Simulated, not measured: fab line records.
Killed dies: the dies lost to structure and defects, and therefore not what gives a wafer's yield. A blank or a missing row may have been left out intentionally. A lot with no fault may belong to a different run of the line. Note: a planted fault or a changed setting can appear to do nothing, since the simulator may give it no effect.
The same fault as seen by 2 desks || flow sky130 || only its own numbers are on each desk; what lay behind them is given at the end

## THE TOOL OWNER'S DESK: pvd_sputter-04
At SKY_LOCAL_INTERCONNECT_SPUTTER_00 (material TiN, target thk 100 nm, time 83.3 s) the tool's own readings: per lot run on this tool, the mean of the sampled wafers that have a number. Any lot whose mean is over 4 standard deviations away from the usual mean is out of limits and marked OUT; that distance is given in the brackets.
Columns: A = throttle_valve_pct at SKY_LOCAL_INTERCONNECT_SPUTTER_00, usual 29.8 %
{"lot": "L701", "first seen here": "day 30 02:25", "A": 29.1}
{"lot": "L706", "first seen here": "day 32 16:29", "A": 29.4}
{"lot": "L708", "first seen here": "day 33 00:43", "A": 29.3}
{"lot": "L709", "first seen here": "day 33 01:53", "A": 29.5}
{"lot": "L710", "first seen here": "day 33 11:52", "A": 28.8}
{"lot": "L717", "first seen here": "day 36 09:05", "A": 29.5}
{"lot": "L716", "first seen here": "day 36 12:04", "A": 29.3}
{"lot": "L720", "first seen here": "day 36 13:33", "A": 29.8}
This desk's finding: nothing out of limits on any of the 8 lots.

## AT THE METROLOGY DESK
What the gauges read for every lot (on any tool): the sampled wafers with a number, averaged. Any lot whose mean is over 4 standard deviations away from the usual mean is out of limits and marked OUT; that distance is given in the brackets.
Columns: A = LOCAL_INTERCONNECT_TIN_RS at SKY_LOCAL_INTERCONNECT_RS_MEAS_01, usual 14.05 ohm/sq; B = LOCAL_INTERCONNECT_TIN_THK at SKY_LOCAL_INTERCONNECT_THK_MEAS_02, usual 100.7 nm
{"lot": "L698", "first seen here": "day 29 05:56", "A": 13.87, "B": 101.7}
{"lot": "L699", "first seen here": "day 29 18:56", "A": 13.78, "B": 102.2}
{"lot": "L700", "first seen here": "day 29 22:16", "A": 13.94, "B": 101.5}
{"lot": "L701", "first seen here": "day 30 02:29", "A": 14.20, "B": 99.7}
{"lot": "L703", "first seen here": "day 32 12:32", "A": 14.11, "B": 100.1}
{"lot": "L704", "first seen here": "day 32 13:11", "A": 14.11, "B": 100.4}
{"lot": "L706", "first seen here": "day 32 16:33", "A": 14.22, "B": 99.6}
{"lot": "L708", "first seen here": "day 33 00:47", "A": 14.16, "B": 99.7}
{"lot": "L709", "first seen here": "day 33 01:57", "A": "15.33 (+7.5) OUT", "B": "94.1 (-5.5) OUT"}
{"lot": "L710", "first seen here": "day 33 11:57", "A": "15.10 (+6.2) OUT", "B": "95.3 (-4.5) OUT"}
{"lot": "L717", "first seen here": "day 36 09:09", "A": 14.05, "B": 100.5}
{"lot": "L716", "first seen here": "day 36 12:08", "A": 14.03, "B": 101.1}
{"lot": "L720", "first seen here": "day 36 13:37", "A": 14.08, "B": 100.3}
This desk's result: L709, L710 out of limits, first on L709 (LOCAL_INTERCONNECT_TIN_RS at SKY_LOCAL_INTERCONNECT_RS_MEAS_01), day 33 01:57. Within limits: L698, L699, L700, L701, L703, L704, L706, L708, L717, L716, L720.

## TAKEN TOGETHER
L709, L710 would have let the metrology desk raise an alarm at day 33 01:57.
The desk of the tool owner found nothing out of limits.
Tool owner's desk: L709, L710 on record, inside its limits.
The lots listed all ran SKY_LOCAL_INTERCONNECT_SPUTTER_00 on pvd_sputter-04.

## WHAT WAS PUT IN BY THE SIMULATOR
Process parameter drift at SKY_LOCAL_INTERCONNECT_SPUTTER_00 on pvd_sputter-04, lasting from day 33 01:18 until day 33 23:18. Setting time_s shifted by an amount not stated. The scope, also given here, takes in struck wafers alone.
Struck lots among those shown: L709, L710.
Time in hours between the start of the fault and the first out-of-limits reading at each desk: metrology desk, 1.
